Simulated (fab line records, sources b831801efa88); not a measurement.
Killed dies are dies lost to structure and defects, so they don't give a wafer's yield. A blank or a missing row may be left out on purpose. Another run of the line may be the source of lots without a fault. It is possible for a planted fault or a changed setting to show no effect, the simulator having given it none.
Comparing a struck lot with a sound one	flow sky130	14 steps out of a route of 708
Sound: wafers L302.1, L302.5, L302.6. Wafers L296.1, L296.5, L296.6 were the ones struck. At the end, the cause is stated.
At each step with rows: each side's tool, then ch and its chambers, then its first start. Under that, the readings that differ: sound wafers	struck wafers	difference of the means	sigmas: that difference in standard deviations of wafers without a fault.
alike: a reading whose means differ by less than 2 such deviations, as well as words and numbers matching on both sides. not compared: withheld readings; readings where some wafer has no value; bounds like >300 that might hide an equal value; numbers whose values overlap and for which the record gives no deviation.
A row with sigmas, a row that says differs or no value, or rows on one side alone: a step with any of these is where the two part. Non-overlapping numbers with no deviation appear without sigmas and do not part them. A reading that every wafer of one side lacks parts them only if that side has two wafers or more.

first, 4 steps without rows for these wafers: SKY_METAL4_STRIP_20 (strips in post etch residue remover, time 1200 s); SKY_METAL4_CLEAN_21 (cleans in IPA, time 180 s); SKY_METAL4_CLEAN_22 (cleans in O3/DIW); SKY_VIA4_HDPCVD_00 (deposits SiO2, target thk 1750 nm, time 291.7 s).
SKY_VIA4_THK_MEAS_01:
  struck on filmMetro-03, day 45 01:33; sound on filmMetro-04, day 46 03:46
  alike: VIA4_HDPCVD_THK
SKY_VIA4_CMP_02: polishes SiO2.
  sound on cmp-02 ch 0,3, day 46 03:49; struck on cmp-01 ch 1,2,3, day 45 01:43
  alike: motorCurrentA
SKY_VIA4_BOW_MEAS_03:
  struck on filmMetro-01, day 45 01:55; sound on filmMetro-03, day 46 04:07
  alike: VIA4_BOW
then, 5 steps without rows for these wafers: SKY_VIA4_DEHYDRATE_04 (time 60 s); SKY_VIA4_HMDS_05 (prime time 60 s); SKY_VIA4_COAT_06 (resist thk 1140 nm); SKY_VIA4_SOFTBAKE_07 (time 60 s); SKY_VIA4_EXPOSE_08 (exposes mask VIM4, target cd 800 nm).
SKY_VIA4_PEB_09:
  struck on lithoTrack-01, day 45 23:12; sound on lithoTrack-04 ch 0, day 47 00:39
reading	sound	struck	difference	sigmas
exhaustPa (Pa)	43.3 44.1 44.5	- - -	no value on the struck wafers	
  not compared: chillPlateTempC, timeS
then, 1 step without rows for these wafers: SKY_VIA4_DEVELOP_10 (develop time 60 s).

## WHERE THEY PART
Only at SKY_VIA4_PEB_09, within this record.

WHY: the cause the simulator had injected
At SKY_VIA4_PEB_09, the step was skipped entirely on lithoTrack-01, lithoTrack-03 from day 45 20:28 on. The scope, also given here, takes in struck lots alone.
